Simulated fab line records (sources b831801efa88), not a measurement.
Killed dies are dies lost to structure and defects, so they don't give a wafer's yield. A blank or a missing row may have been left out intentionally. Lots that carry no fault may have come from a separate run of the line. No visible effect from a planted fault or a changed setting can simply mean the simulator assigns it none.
Which of the tools did it? || flow sky130 || 24 lots, 72 wafers sampled, at 4 steps of a route of 708

WHAT THE GAUGES SHOWED, per wafer
SKY_VT_ADJUST_PCH_OVL_MEAS_07. Usual: VT_ADJUST_PCH_OVL gives -1.1 nm (standard deviation 1.4).
{"lot": "L074", "measured": "day 10 06:50", "on": "overlay-01", "VT_ADJUST_PCH_OVL (nm)": "-0.3 -2.0 -0.3", "flag": ""}
{"lot": "L075", "measured": "day 10 18:11", "on": "overlay-01", "VT_ADJUST_PCH_OVL (nm)": "-2.5 0.8 -1.4", "flag": ""}
{"lot": "L076", "measured": "day 10 23:47", "on": "overlay-01", "VT_ADJUST_PCH_OVL (nm)": "0.3 0.9 1.1", "flag": ""}
{"lot": "L077", "measured": "day 11 10:28", "on": "overlay-01", "VT_ADJUST_PCH_OVL (nm)": "0.8 -1.8 -0.3", "flag": ""}
{"lot": "L079", "measured": "day 12 03:50", "on": "overlay-02", "VT_ADJUST_PCH_OVL (nm)": "-1.7 -1.7 -1.9", "flag": ""}
{"lot": "L078", "measured": "day 12 05:37", "on": "overlay-02", "VT_ADJUST_PCH_OVL (nm)": "-3.0 -3.3 -2.6", "flag": ""}
{"lot": "L080", "measured": "day 13 02:16", "on": "overlay-01", "VT_ADJUST_PCH_OVL (nm)": "-1.2 -2.5 -3.9", "flag": ""}
{"lot": "L081", "measured": "day 13 03:16", "on": "overlay-02", "VT_ADJUST_PCH_OVL (nm)": "-1.9 -1.3 -1.3", "flag": ""}
{"lot": "L082", "measured": "day 13 14:26", "on": "overlay-02", "VT_ADJUST_PCH_OVL (nm)": "-0.6 0.6 1.2", "flag": ""}
{"lot": "L083", "measured": "day 13 19:56", "on": "overlay-02", "VT_ADJUST_PCH_OVL (nm)": "-3.2 -1.2 0.7", "flag": ""}
{"lot": "L084", "measured": "day 14 09:57", "on": "overlay-02", "VT_ADJUST_PCH_OVL (nm)": "-3.7 -1.0 -1.7", "flag": ""}
{"lot": "L086", "measured": "day 14 12:40", "on": "overlay-02", "VT_ADJUST_PCH_OVL (nm)": "-1.4 1.6 -1.5", "flag": ""}
{"lot": "L085", "measured": "day 14 13:01", "on": "overlay-02", "VT_ADJUST_PCH_OVL (nm)": "-2.9 -3.4 -3.1", "flag": ""}
{"lot": "L087", "measured": "day 14 18:37", "on": "overlay-02", "VT_ADJUST_PCH_OVL (nm)": "1.5 2.7 -0.5", "flag": ""}
{"lot": "L089", "measured": "day 15 03:55", "on": "overlay-01", "VT_ADJUST_PCH_OVL (nm)": "-0.4 -1.2 0.5", "flag": ""}
{"lot": "L088", "measured": "day 15 05:38", "on": "overlay-01", "VT_ADJUST_PCH_OVL (nm)": "-1.7 -3.7 -4.1", "flag": ""}
{"lot": "L090", "measured": "day 15 21:14", "on": "overlay-02", "VT_ADJUST_PCH_OVL (nm)": "-2.0 -1.4 -0.7", "flag": ""}
{"lot": "L091", "measured": "day 15 23:56", "on": "overlay-01", "VT_ADJUST_PCH_OVL (nm)": "-1.7 -0.7 -1.3", "flag": ""}
{"lot": "L092", "measured": "day 16 05:55", "on": "overlay-02", "VT_ADJUST_PCH_OVL (nm)": "0.1 0.2 -0.1", "flag": ""}
{"lot": "L093", "measured": "day 16 13:44", "on": "overlay-01", "VT_ADJUST_PCH_OVL (nm)": "-1.3 -1.0 0.9", "flag": ""}
{"lot": "L094", "measured": "day 16 21:22", "on": "overlay-01", "VT_ADJUST_PCH_OVL (nm)": "-1.4 -0.6 -0.7", "flag": ""}
{"lot": "L095", "measured": "day 17 04:46", "on": "overlay-01", "VT_ADJUST_PCH_OVL (nm)": "-0.4 0.5 -1.7", "flag": ""}
{"lot": "L096", "measured": "day 17 14:07", "on": "overlay-01", "VT_ADJUST_PCH_OVL (nm)": "-1.4 -0.1 -1.8", "flag": ""}
{"lot": "L097", "measured": "day 18 00:28", "on": "overlay-01", "VT_ADJUST_PCH_OVL (nm)": "-0.9 -0.8 -0.6", "flag": ""}

SKY_METAL2_OVL_MEAS_16. Usual: METAL2_OVL gives -2 nm (standard deviation 7).
{"lot": "L074", "measured": "day 34 20:50", "on": "overlay-01", "METAL2_OVL (nm)": "-4 7 3", "flag": ""}
{"lot": "L075", "measured": "day 35 17:05", "on": "overlay-02", "METAL2_OVL (nm)": "1 -6 -5", "flag": ""}
{"lot": "L076", "measured": "day 35 21:58", "on": "overlay-01", "METAL2_OVL (nm)": "5 6 9", "flag": ""}
{"lot": "L077", "measured": "day 36 01:21", "on": "overlay-01", "METAL2_OVL (nm)": "-8 -8 -7", "flag": ""}
{"lot": "L079", "measured": "day 36 12:53", "on": "overlay-02", "METAL2_OVL (nm)": "5 -4 4", "flag": ""}
{"lot": "L078", "measured": "day 37 02:26", "on": "overlay-02", "METAL2_OVL (nm)": "0 -4 -7", "flag": ""}
{"lot": "L080", "measured": "day 37 15:20", "on": "overlay-02", "METAL2_OVL (nm)": "4 7 -2", "flag": ""}
{"lot": "L081", "measured": "day 37 18:08", "on": "overlay-02", "METAL2_OVL (nm)": "1 1 -8", "flag": ""}
{"lot": "L082", "measured": "day 38 07:11", "on": "overlay-02", "METAL2_OVL (nm)": "-9 -7 -10", "flag": ""}
{"lot": "L083", "measured": "day 38 13:04", "on": "overlay-01", "METAL2_OVL (nm)": "-11 -8 -9", "flag": ""}
{"lot": "L084", "measured": "day 39 01:47", "on": "overlay-02", "METAL2_OVL (nm)": "-7 -8 -10", "flag": ""}
{"lot": "L086", "measured": "day 39 06:02", "on": "overlay-02", "METAL2_OVL (nm)": "0 -9 -5", "flag": ""}
{"lot": "L085", "measured": "day 39 03:40", "on": "overlay-01", "METAL2_OVL (nm)": "-2 -2 10", "flag": ""}
{"lot": "L087", "measured": "day 39 12:11", "on": "overlay-02", "METAL2_OVL (nm)": "-16 -11 -7", "flag": ""}
{"lot": "L089", "measured": "day 39 15:17", "on": "overlay-01", "METAL2_OVL (nm)": "-5 -9 -8", "flag": ""}
{"lot": "L088", "measured": "day 39 19:38", "on": "overlay-01", "METAL2_OVL (nm)": "-3 0 4", "flag": ""}
{"lot": "L090", "measured": "day 40 06:10", "on": "overlay-02", "METAL2_OVL (nm)": "-1 -5 -7", "flag": ""}
{"lot": "L091", "measured": "day 40 12:20", "on": "overlay-02", "METAL2_OVL (nm)": "6 4 10", "flag": ""}
{"lot": "L092", "measured": "day 40 15:52", "on": "overlay-02", "METAL2_OVL (nm)": "12 8 12", "flag": ""}
{"lot": "L093", "measured": "day 40 19:07", "on": "overlay-01", "METAL2_OVL (nm)": "-1 -2 -5", "flag": ""}
{"lot": "L094", "measured": "day 40 23:57", "on": "overlay-02", "METAL2_OVL (nm)": "2 -2 -2", "flag": ""}
{"lot": "L095", "measured": "day 41 06:55", "on": "overlay-01", "METAL2_OVL (nm)": "-8 -8 -15", "flag": ""}
{"lot": "L096", "measured": "day 41 13:38", "on": "overlay-02", "METAL2_OVL (nm)": "-4 2 -6", "flag": ""}
{"lot": "L097", "measured": "day 42 09:26", "on": "overlay-02", "METAL2_OVL (nm)": "0 1 5", "flag": ""}

SKY_VIA3_RS_MEAS_22: measurement is done with a four-point probe. Usual: VIA3_W_RS gives 0.293 ohm/sq (standard deviation 0.0041).
{"lot": "L074", "measured": "day 39 10:49", "on": "film_metro-01", "VIA3_W_RS (ohm/sq)": "0.294 0.292 0.296", "flag": ""}
{"lot": "L075", "measured": "day 40 03:56", "on": "film_metro-01", "VIA3_W_RS (ohm/sq)": "0.292 0.295 0.289", "flag": ""}
{"lot": "L076", "measured": "day 40 09:49", "on": "film_metro-04", "VIA3_W_RS (ohm/sq)": "0.292 0.296 0.294", "flag": ""}
{"lot": "L077", "measured": "day 40 12:31", "on": "film_metro-02", "VIA3_W_RS (ohm/sq)": "0.283 0.288 0.282", "flag": ""}
{"lot": "L079", "measured": "day 40 22:40", "on": "film_metro-01", "VIA3_W_RS (ohm/sq)": "0.295 0.294 0.293", "flag": ""}
{"lot": "L078", "measured": "day 41 10:38", "on": "film_metro-02", "VIA3_W_RS (ohm/sq)": "0.295 0.294 0.286", "flag": ""}
{"lot": "L080", "measured": "day 41 22:28", "on": "film_metro-02", "VIA3_W_RS (ohm/sq)": "0.297 0.297 0.295", "flag": ""}
{"lot": "L081", "measured": "day 41 23:52", "on": "film_metro-02", "VIA3_W_RS (ohm/sq)": "0.297 0.291 0.297", "flag": ""}
{"lot": "L082", "measured": "day 42 13:51", "on": "film_metro-02", "VIA3_W_RS (ohm/sq)": "0.295 0.294 0.294", "flag": ""}
{"lot": "L083", "measured": "day 42 19:19", "on": "film_metro-01", "VIA3_W_RS (ohm/sq)": "0.294 0.293 0.295", "flag": ""}
{"lot": "L084", "measured": "day 43 07:04", "on": "film_metro-04", "VIA3_W_RS (ohm/sq)": "0.291 0.286 0.292", "flag": ""}
{"lot": "L086", "measured": "day 43 11:36", "on": "film_metro-02", "VIA3_W_RS (ohm/sq)": "0.298 0.296 0.297", "flag": ""}
{"lot": "L085", "measured": "day 43 09:08", "on": "film_metro-01", "VIA3_W_RS (ohm/sq)": "0.298 0.294 0.288", "flag": ""}
{"lot": "L087", "measured": "day 43 16:55", "on": "film_metro-02", "VIA3_W_RS (ohm/sq)": "0.297 0.290 0.286", "flag": ""}
{"lot": "L089", "measured": "day 43 19:08", "on": "film_metro-01", "VIA3_W_RS (ohm/sq)": "0.289 0.286 0.296", "flag": ""}
{"lot": "L088", "measured": "day 43 22:44", "on": "film_metro-01", "VIA3_W_RS (ohm/sq)": "0.297 0.288 0.287", "flag": ""}
{"lot": "L090", "measured": "day 44 10:37", "on": "film_metro-01", "VIA3_W_RS (ohm/sq)": "0.296 0.287 0.286", "flag": ""}
{"lot": "L091", "measured": "day 44 15:31", "on": "film_metro-02", "VIA3_W_RS (ohm/sq)": "0.293 0.297 0.301", "flag": ""}
{"lot": "L092", "measured": "day 44 19:05", "on": "film_metro-04", "VIA3_W_RS (ohm/sq)": "0.286 0.292 0.287", "flag": ""}
{"lot": "L093", "measured": "day 44 21:46", "on": "film_metro-04", "VIA3_W_RS (ohm/sq)": "0.296 0.297 0.296", "flag": ""}
{"lot": "L094", "measured": "day 45 01:52", "on": "film_metro-01", "VIA3_W_RS (ohm/sq)": "0.296 0.295 0.294", "flag": ""}
{"lot": "L095", "measured": "day 45 08:09", "on": "film_metro-04", "VIA3_W_RS (ohm/sq)": "0.295 0.298 0.294", "flag": ""}
{"lot": "L096", "measured": "day 45 14:38", "on": "film_metro-01", "VIA3_W_RS (ohm/sq)": "0.296 0.293 0.299", "flag": ""}
{"lot": "L097", "measured": "day 46 08:22", "on": "film_metro-01", "VIA3_W_RS (ohm/sq)": "0.295 0.297 0.295", "flag": ""}

SKY_VIA4_OVL_MEAS_11. Usual: VIA4_OVL gives 0.3 nm (standard deviation 1.6).
{"lot": "L074", "measured": "day 42 13:08", "on": "overlay-02", "VIA4_OVL (nm)": "-1.2 0.5 1.3", "flag": ""}
{"lot": "L075", "measured": "day 43 03:55", "on": "overlay-01", "VIA4_OVL (nm)": "1.8 2.0 0.9", "flag": ""}
{"lot": "L076", "measured": "day 43 10:53", "on": "overlay-01", "VIA4_OVL (nm)": "1.4 1.7 0.2", "flag": ""}
{"lot": "L077", "measured": "day 43 12:51", "on": "overlay-01", "VIA4_OVL (nm)": "1.4 0.6 1.4", "flag": ""}
{"lot": "L079", "measured": "day 43 21:59", "on": "overlay-01", "VIA4_OVL (nm)": "-2.2 -1.6 -2.7", "flag": ""}
{"lot": "L078", "measured": "day 44 11:28", "on": "overlay-02", "VIA4_OVL (nm)": "-0.6 -1.1 1.3", "flag": ""}
{"lot": "L080", "measured": "day 44 21:13", "on": "overlay-01", "VIA4_OVL (nm)": "1.0 0.4 1.7", "flag": ""}
{"lot": "L081", "measured": "day 44 22:46", "on": "overlay-01", "VIA4_OVL (nm)": "2.9 4.4 3.6", "flag": ""}
{"lot": "L082", "measured": "day 45 11:03", "on": "overlay-02", "VIA4_OVL (nm)": "0.8 1.3 2.1", "flag": ""}
{"lot": "L083", "measured": "day 45 16:30", "on": "overlay-02", "VIA4_OVL (nm)": "-1.8 -1.4 -0.2", "flag": ""}
{"lot": "L084", "measured": "day 46 01:48", "on": "overlay-01", "VIA4_OVL (nm)": "1.0 0.4 0.8", "flag": ""}
{"lot": "L086", "measured": "day 46 08:15", "on": "overlay-01", "VIA4_OVL (nm)": "0.3 0.8 0.3", "flag": ""}
{"lot": "L085", "measured": "day 46 05:10", "on": "overlay-01", "VIA4_OVL (nm)": "2.7 2.1 2.0", "flag": ""}
{"lot": "L087", "measured": "day 46 13:54", "on": "overlay-01", "VIA4_OVL (nm)": "0.2 1.1 0.1", "flag": ""}
{"lot": "L089", "measured": "day 46 14:05", "on": "overlay-01", "VIA4_OVL (nm)": "-2.8 0.0 -0.3", "flag": ""}
{"lot": "L088", "measured": "day 46 17:12", "on": "overlay-01", "VIA4_OVL (nm)": "1.1 -0.1 0.3", "flag": ""}
{"lot": "L090", "measured": "day 47 04:27", "on": "overlay-02", "VIA4_OVL (nm)": "-2.5 -2.4 -2.6", "flag": ""}
{"lot": "L091", "measured": "day 47 09:17", "on": "overlay-02", "VIA4_OVL (nm)": "-0.4 -0.9 1.4", "flag": ""}
{"lot": "L092", "measured": "day 47 11:18", "on": "overlay-02", "VIA4_OVL (nm)": "-0.8 0.0 0.0", "flag": ""}
{"lot": "L093", "measured": "day 47 14:50", "on": "overlay-02", "VIA4_OVL (nm)": "-0.8 -1.7 -3.1", "flag": ""}
{"lot": "L094", "measured": "day 47 15:48", "on": "overlay-01", "VIA4_OVL (nm)": "2.0 0.2 1.5", "flag": ""}
{"lot": "L095", "measured": "day 47 23:52", "on": "overlay-02", "VIA4_OVL (nm)": "0.0 -0.5 0.9", "flag": ""}
{"lot": "L096", "measured": "day 48 05:27", "on": "overlay-01", "VIA4_OVL (nm)": "2.4 3.2 1.1", "flag": ""}
{"lot": "L097", "measured": "day 48 21:28", "on": "overlay-02", "VIA4_OVL (nm)": "-0.4 0.7 0.9", "flag": ""}

EACH LOT AND THE TOOL THAT RAN IT (in order: tool; ch and the chambers of the sampled wafers; start)
Record: no process step prior to these readings.

WHAT THE TOOLS THEMSELVES READ (means of the sampled wafers that have a number; where no wafer has one, the mark that the record gives instead)
The record holds no such reading with a usual standard deviation.

THE ANSWER, worked out from the rows above alone
Rule: lot off if the mean of its wafers having a number is beyond 3 standard deviations from the usual mean. Also off: a lot with no number at a reading for which 4 or more lots have one. Where the step has rows for the other lots, those lots are counted as sound. First the gauges in route order, then the tools' own readings, where a lot's mean is used as printed above. The first step at which some lot is off is used, and at that step the reading that is off furthest; a lot without a number counts as furthest.
None of the lots is off at any reading shown; this tells nothing.

WHAT HAD BEEN PUT IN BY THE SIMULATOR
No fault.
